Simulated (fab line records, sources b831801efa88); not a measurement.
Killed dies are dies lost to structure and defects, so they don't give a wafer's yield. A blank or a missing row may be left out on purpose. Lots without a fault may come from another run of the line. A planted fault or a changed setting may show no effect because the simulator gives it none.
fab line records | flow sky130
record lots=7 wafers=21 last_day=50
route steps=708 shown CAP2M@616 METAL4@621
lots that met no fault: from a run of the same line without faults
start_h: hours from the record's first day to the start of the lot's first wafer shown | wait_h: hours since the lot's step before | " the same as in the row above | L1.1+2: a row that stands for several wafers | - no value, or no start given | * or withheld: withheld | < > ~ a bound
route shown NAME@n: a module of which the file shows steps, and the number in the route of the first | usual: mean/standard deviation of fault-free wafers | same: alike in all rows | chamber/n: place in a boat | sites: the reading at each site | _std_site: their standard deviation | _edge_site: outer sites' mean less inner sites' | radius_mm: how far each site lies from the wafer's centre | mask NAME#n: copy n | behind: the tool/chamber that last shaped the wafer | hold: why the lot was held/for how many hours/how that ended | device: the transistor (n, p or np) that didn't switch | end of line: the same wafers' tests at the end of the route | a step without rows: its recipe alone | killed: dies lost to structure and defects at the first sort, not the wafer's yield | map: a wafer's dies, x killed, . not, _ none there
set.NAME: the setting as run; set.NAME@STEP: as run at that earlier step | model.NAME: the simulator's own value behind a step, which no gauge read
lots at some steps of the route; a table a step, a row a wafer
services: from which hour (start_h, from the record's first day; less than 0 if before it) a tool's chamber was out of use, for how many hours, and why
## steps
# step SKY_CAP2M_METAL_ETCH_13
# recipe target_depth_nm=220 stop_on=SiO2 chemistry=Cl2/BCl3 target=TiN pressure_mtorr=10 icp_w=900 bias_w=48.5 Cl2_flow_sccm=60 bcl3_flow_sccm=30 time_s=62.9
# usual chamber_pressure_mTorr=10.001/0.0089 drypump_motor_current_A=5.5/0.46 he_backside_leak_sccm=3.3/0.3 oes_product_au=0.941/0.0076 throttle_valve_pct=21.902/0.01
# columns lot.wafer tool chamber start_h wait_h chamber_pressure_mTorr drypump_motor_current_A he_backside_leak_sccm oes_product_au rf_hours_counter_h throttle_valve_pct
L346.1 rie_metal-03 1 989.42 0.0 9.992 4.7 3.4 0.932 11 21.912
L346.2 " 0 " " 10.019 5.6 3.1 0.937 4 21.913
L346.6 " 0 " " 9.999 5.6 3.1 0.929 - 21.903
L356.2 rie_metal-04 1 1070.08 0.0 10.001 6.0 3.2 0.949 20 21.898
L356.3 " 1 " " 10.025 5.9 3.1 0.945 - 21.908
L356.6 " 1 " " 10.001 6.0 3.2 0.942 - 21.902
L357.1 rie_metal-04 1 1071.56 0.0 9.981 6.0 3.3 0.933 20 21.905
L357.4 " 0 " " 10.004 5.9 3.7 0.941 - 21.913
L357.6 " 1 " " 10.014 6.0 3.4 0.936 - 21.911
L359.2 rie_metal-01 0 1077.67 0.0 10.006 5.9 3.3 0.940 19 21.903
L359.4 " 1 " " 10.008 5.3 3.1 0.929 - 21.908
L359.6 " 0 " " 10.008 5.9 3.4 0.948 - 21.906
L363.1 rie_metal-01 0 1097.16 0.0 10.002 6.0 3.2 0.937 20 21.901
L363.2 " 1 " " 9.999 5.4 3.3 0.942 19 21.911
L363.6 " 0 " " 10.000 5.9 3.1 0.955 - 21.890
L362.1 rie_metal-04 1 1098.26 0.0 10.001 6.0 3.2 0.946 21 21.890
L362.3 " 1 " " 10.006 6.0 3.1 0.947 - 21.875
L362.5 " 0 " " 10.001 5.9 3.6 0.953 - 21.877
L364.2 rie_metal-01 1 1100.23 0.0 9.994 5.3 3.4 0.936 19 21.904
L364.3 " 1 " " 10.002 5.3 3.2 0.931 - 21.900
L364.6 " 0 " " 9.991 5.9 3.3 0.941 - 21.905
# step SKY_CAP2M_STRIP_14
# recipe chemistry=O2/N2 power_w=1400 pressure_mtorr=1500 platen_temp_c=withheld o2_flow_sccm=3000 n2_flow_sccm=300 overash_fraction=0.5
# usual chamber_pressure_mTorr=1500.0/1.4 drypump_motor_current_A=5.7/0.5 oes_product_au=0.710/0.0048 strip_time_to_endpoint_s=12.65/0.042
# same overash_fraction=0.5
# columns lot.wafer tool chamber start_h wait_h chamber_pressure_mTorr drypump_motor_current_A oes_product_au rf_hours_counter_h strip_time_to_endpoint_s
L346.1 plasma_asher-01 0 989.50 0.1 1500.1 6.3 0.704 23 12.72
L346.2 " 1 " " 1500.0 4.8 0.716 23 12.64
L346.6 " 0 " " 1502.4 6.3 0.717 - 12.63
L356.2 plasma_asher-02 0 1070.16 0.1 1499.8 6.2 0.715 1 12.59
L356.3 " 1 " " 1501.2 5.6 0.705 - 12.59
L356.6 " 1 " " 1500.1 5.6 0.707 - 12.57
L357.1 plasma_asher-04 0 1071.64 0.1 1499.0 6.0 0.709 65 12.65
L357.4 " 0 " " 1500.9 6.0 0.717 - 12.61
L357.6 " 0 " " 1500.9 6.0 0.710 - 12.64
L359.2 plasma_asher-04 0 1077.75 0.1 1500.4 6.0 0.716 66 12.64
L359.4 " 1 " " 1498.9 5.3 0.710 - 12.65
L359.6 " 0 " " 1497.5 6.0 0.710 - 12.64
L363.1 plasma_asher-02 0 1097.24 0.1 1499.5 6.3 0.711 3 12.69
L363.2 " 1 " " 1501.7 5.6 0.707 3 12.71
L363.6 " 1 " " 1499.5 5.6 0.710 - 12.69
L362.1 plasma_asher-02 0 1098.34 0.1 1499.3 6.2 0.719 4 12.67
L362.3 " 0 " " 1499.2 6.2 0.706 - 12.64
L362.5 " 1 " " 1500.7 5.6 0.706 - 12.68
L364.2 plasma_asher-01 1 1100.31 0.1 1499.4 4.8 0.703 33 12.66
L364.3 " 0 " " 1498.5 6.3 0.713 - 12.63
L364.6 " 1 " " 1496.5 4.8 0.715 - 12.62
# step SKY_CAP2M_STRIP_15
# recipe chemistry=post_etch_residue_remover time_s=1200 temp_c=72.5
# step SKY_CAP2M_CLEAN_16
# recipe chemistry=IPA time_s=180 temp_c=25
# step SKY_CAP2M_CLEAN_17
# recipe chemistry=O3/DIW dry=n2_spin
# step SKY_METAL4_DEHYDRATE_05
# recipe temp_c=200 time_s=60
# step SKY_METAL4_HMDS_06
# recipe prime_time_s=60 prime_temp_c=120
# step SKY_METAL4_COAT_07
# recipe resist=BARC temp_c=withheld time_s=withheld spin_rpm=3000 resist_thk_nm=60
# step SKY_METAL4_COAT_08
# recipe resist=KrF-thick spin_rpm=3000 resist_thk_nm=1140
# step SKY_METAL4_SOFTBAKE_09
# recipe temp_c=100 time_s=90 resist=KrF-thick
# step SKY_METAL4_EXPOSE_10
# recipe mask_id=MM4 na=0.68 source_shape=annular sigma_inner=0.4 sigma_outer=0.8 target_cd_nm=300 dose_mj=28
# step SKY_METAL4_PEB_11
# recipe peb_temp_c=withheld peb_time_s=withheld resist=KrF-thick
# step SKY_METAL4_DEVELOP_12
# recipe develop_time_s=60 resist=KrF-thick dev_temp_c=21
# usual chill_plate_temp_C=23.01/0.12 develop_time_s=60/0 resist_line_temp_C=23.01/0.093
# columns lot.wafer tool chamber start_h wait_h chill_plate_temp_C develop_time_s resist_line_temp_C model.KrF-thick_of_METAL4_COAT_08.thk_nm
L346.1 litho_track-04 0 1013 - 23.10 60 23.03 1125
L346.2 " 0 " " 23.18 60 22.84 1123
L346.6 " 0 " " 23.08 60 23.04 1125
L356.2 litho_track-02 - 1091 - - - - 1141
L356.3 " - " " - - - 1139
L356.6 " - " " - - - 1141
L357.1 litho_track-04 - 1092 - - - - 1139
L357.4 " - " " - - - 1138
L357.6 " - " " - - - 1139
L359.2 litho_track-01 - 1098 - - - - 1141
L359.4 " - " " - - - 1136
L359.6 " - " " - - - 1138
L363.1 litho_track-01 0 1117 - 23.05 60 22.99 1126
L363.2 " 0 " " 23.08 60 22.99 1124
L363.6 " 0 " " 23.05 60 22.86 1125
L362.1 litho_track-02 0 1118 - 22.98 60 23.07 1123
L362.3 " 0 " " 23.03 60 22.92 1120
L362.5 " 0 " " 23.07 60 22.89 1121
L364.2 litho_track-01 0 1120 - 23.16 60 23.04 1123
L364.3 " 0 " " 23.03 60 23.12 1124
L364.6 " 0 " " 23.16 60 23.13 1128
# step SKY_METAL4_CD_MEAS_13
# recipe target_cd_nm=300
# usual cd_nm=300.0/1.2
# columns lot.wafer tool chamber start_h wait_h cd_nm
L346.1 cd_sem-02 - 1013.19 - 300.5
L346.2 " - " " 299.1
L346.6 " - " " 300.6
L356.2 cd_sem-02 - 1091.36 - -
L356.3 " - " " -
L356.6 " - " " -
L357.1 cd_sem-01 - 1092.94 - -
L357.4 " - " " -
L357.6 " - " " -
L359.2 cd_sem-01 - 1098.83 - -
L359.4 " - " " -
L359.6 " - " " -
L363.1 cd_sem-01 - 1117.66 - 298.5
L363.2 " - " " 298.9
L363.6 " - " " 298.7
L362.1 cd_sem-01 - 1118.49 - 298.4
L362.3 " - " " 300.7
L362.5 " - " " 299.6
L364.2 cd_sem-01 - 1120.28 - 300.6
L364.3 " - " " 301.1
L364.6 " - " " 300.6
## services
# columns tool chamber start_h hours kind
plasma_asher-02 - 1055.25 9.0 pm
plasma_asher-02 0 1055.25 9.0 vent_cycle
plasma_asher-02 1 1055.25 9.0 vent_cycle
plasma_asher-01 - 1060.67 10.2 pm
plasma_asher-02 0 1064.25 - clean
plasma_asher-02 1 1064.25 - clean
rie_metal-01 - 1110.00 2.4 repair
rie_metal-03 1 1117.64 15.2 repair
## key
first_sign step=SKY_METAL4_DEVELOP_12 reading=tool_record direction=missing
effect none on later readings
model_effect step=SKY_METAL4_DEVELOP_12 value=KrF-thick_of_METAL4_COAT_08.thk_nm without=1125 struck=1139
met_at SKY_METAL4_DEVELOP_12
struck_wafers L356.2,L356.3,L356.6,L357.1,L357.4,L357.6,L359.2,L359.4,L359.6
later_rows_left_out L356.2,L356.3,L356.6,L357.1,L357.4,L357.6,L359.2,L359.4,L359.6
sort_left_out L356.2,L356.3,L356.6,L357.1,L357.4,L357.6,L359.2,L359.4,L359.6
onset_between 1013 1091
fault kind=skipped_step_whole tool=litho_track-01,litho_track-02,litho_track-04 chamber=- onset_h=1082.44 steps=SKY_METAL4_DEVELOP_12 scope=struck_lots_only
# sort_left_out: the simulated sort isn't trusted on such a fault, so these wafers' sort isn't shown, and their yield isn't known
# later_rows_left_out: the simulator's readings of these wafers behind a module that went badly wrong aren't trusted and aren't shown, but for the sort
